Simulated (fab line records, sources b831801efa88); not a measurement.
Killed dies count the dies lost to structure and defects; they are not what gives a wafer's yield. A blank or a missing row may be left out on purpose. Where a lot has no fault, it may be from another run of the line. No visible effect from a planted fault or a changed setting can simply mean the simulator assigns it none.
Chamber matching | flow sfq line | rie diel-04 running SFQ_TRILAYER_I7_VIA_ETCH_VIA_ETCH_190: 4 sister chambers
The step etches SiO2 in CHF3, stops on Nb, target depth 260 nm. 4 wafers are shown with their chamber, then 7 later ones without.

EACH WAFER AND ITS CHAMBER
wafer  | chamber | drypump motor current A (A)
L949.2 | 1       | 6.10
L949.3 | 0       | 5.49
L958.2 | 3       | 5.93
L958.4 | 2       | 5.91

WAFERS WITHOUT THEIR CHAMBER
wafer  | drypump motor current A (A)
L958.6 | 5.93
L961.1 | 6.08
L961.3 | 5.96
L961.4 | 5.91
L962.2 | 5.93
L962.3 | 5.95
L962.4 | 5.50

WHICH CHAMBER EACH WENT THROUGH
wafer  | from the rows above     | in truth
L958.6 | can't be placed: 3 or 2 | 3
L961.1 | 1                       | 1
L961.3 | can't be placed: 3 or 2 | 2
L961.4 | can't be placed: 2 or 3 | 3
L962.2 | can't be placed: 3 or 2 | 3
L962.3 | can't be placed: 3 or 2 | 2
L962.4 | 0                       | 0
Placed correctly: 2 of 7. Cannot be placed on the basis of these rows: 5; the candidates contain the true chamber in 5. Wrongly placed: 0.
How it was worked out, from the rows above alone: a wafer's distance from a chamber is the root of the sum, over the readings, of the square of ((its reading less the chamber's mean) divided by the reading's scatter). If the next closest chamber is less than 2 further off than the closest, the wafer can't be placed; otherwise it belongs to the closest. The mean given for a chamber averages the wafers shown for that chamber. The scatter: root of mean squared gap, hidden wafer to nearest shown wafer, with one shown wafer a chamber.
